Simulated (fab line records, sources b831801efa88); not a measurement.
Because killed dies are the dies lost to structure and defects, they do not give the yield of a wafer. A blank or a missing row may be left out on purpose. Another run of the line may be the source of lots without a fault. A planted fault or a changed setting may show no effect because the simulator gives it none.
A struck lot beside a sound one ; flow sky130 ; 17 out of 708 route steps
Sound: wafers L145.1, L145.4, L145.6. Struck: wafer L156.5. (L156.2 of the same lot was not struck and is left out.) The cause comes at the end.
Order at every step that has rows: each side's tool, ch and its chambers, its first start. Under that, the readings that differ: sound wafers ; struck wafers ; difference of the means ; sigmas: that difference in standard deviations of wafers without a fault.
alike: same words and numbers on both sides, and readings whose means sit less than 2 such deviations apart. not compared: any withheld reading, any reading some wafer has no value for, any bound like >300 that may hide the same value, and any number with overlapping values for which the record gives no deviation.
The two part at a step that has a row with sigmas, a row that says differs or no value, or rows on one side only. Numbers that have no deviation but don't overlap get no sigmas and don't part them. A reading missing from all wafers of one side parts the sides only when that side holds two or more wafers.

first, 3 steps without rows for these wafers: SKY_LI_CONTACT_EXPOSE_09 (exposes mask LICM1, target cd 170 nm); SKY_LI_CONTACT_PEB_10; SKY_LI_CONTACT_DEVELOP_11 (develop time 60 s).
SKY_LI_CONTACT_CD_MEAS_12: the cd target is 170 nm.
  sound: cd_sem-02 at day 30 12:20; struck: cd_sem-01 at day 34 02:37
  alike: cd_nm
SKY_LI_CONTACT_OVL_MEAS_13:
  sound: overlay-01 at day 30 12:28; struck: overlay-02 at day 34 02:43
  alike: LI_CONTACT_OVL
SKY_LI_CONTACT_ETCH_14: etches BARC in N2/H2, stops on SiO2, time 45.9 s, target depth 60 nm.
  sound on rie_diel-04 ch 0,3, day 30 12:30; struck on rie_diel-03 ch 3, day 34 02:45
  alike: drypump_motor_current_A, oes_product_au, throttle_valve_pct
  not compared: rf_hours_counter_h
SKY_LI_CONTACT_ETCH_15: etches PSG in C4F8/O2/Ar, stops on Si, target depth 600 nm.
  sound on rie_diel-04 ch 0,3, day 30 12:32; struck on rie_diel-03 ch 3, day 34 02:48
reading;sound;struck;difference;sigmas
oes_product_au (a.u.);0.836 0.842 0.843;0.830;-0.010;-2
SKY_LI_CONTACT_STRIP_16: strips in O2/N2.
  sound on plasma_asher-02 ch 1, day 30 12:38; struck on plasma_asher-02 ch 1, day 34 02:53
  alike: drypump_motor_current_A, oes_product_au, strip_time_to_endpoint_s
  not compared: rf_hours_counter_h
then, 3 steps without rows for these wafers: SKY_LI_CONTACT_CLEAN_17 (cleans in NMP, time 600 s); SKY_LI_CONTACT_PRE_CLEAN_18 (time 5.6 s); SKY_LI_CONTACT_SPUTTER_19 (material Ti, target thk 20 nm, time 106.37 s).
SKY_LI_CONTACT_SPUTTER_20: material TiN, target thk 20 nm, time 80 s.
  sound: pvd_sputter-01 at day 30 13:00; struck: pvd_sputter-04 at day 34 03:15
reading;sound;struck;difference;sigmas
throttle_valve_pct (%);29.4 31.5 30.7;27.9;-2.6;-2
SKY_LI_CONTACT_CVD_21: deposits W, target thk 400 nm, time 120.56 s.
  sound on cvd_w-01 ch 0,1, day 30 13:04; struck on cvd_w-02 ch 0, day 34 03:19
reading;sound;struck;difference;sigmas
model.W_of_LI_CONTACT_CVD_21.thk_nm (nm);402.2 404 399.6;430.7;+28.8;
  alike: heater_power_w
SKY_LI_CONTACT_RS_MEAS_22: measures by four-point-probe.
  sound: film_metro-02 at day 30 13:11; struck: film_metro-01 at day 34 03:28
reading;sound;struck;difference;sigmas
LI_CONTACT_W_RS (ohm/sq);0.283 0.282 0.285;0.265;-0.018;-6
SKY_LI_CONTACT_THK_MEAS_23: measures by xrf.
  sound: film_metro-02 at day 30 13:18; struck: film_metro-01 at day 34 03:34
reading;sound;struck;difference;sigmas
LI_CONTACT_W_THK (nm);411 413 407;437;+27;+4
SKY_LI_CONTACT_CMP_24: polishes, stops on PSG, t overpolish 20 s, target thk 0 nm.
  sound on cmp-02 ch 1,2,3, day 30 13:22; struck on cmp-02 ch 2, day 34 03:40
  alike: motor_current_A
after that, 1 step had no rows for these wafers: SKY_PAD_OPEN_PROBE_99.

== WHERE THEY PART ==
First at SKY_LI_CONTACT_ETCH_15; last, within this record, at SKY_LI_CONTACT_THK_MEAS_23. Later steps at which nothing parts them and some readings are alike: SKY_LI_CONTACT_CMP_24.

WHY: whatever the simulator had introduced
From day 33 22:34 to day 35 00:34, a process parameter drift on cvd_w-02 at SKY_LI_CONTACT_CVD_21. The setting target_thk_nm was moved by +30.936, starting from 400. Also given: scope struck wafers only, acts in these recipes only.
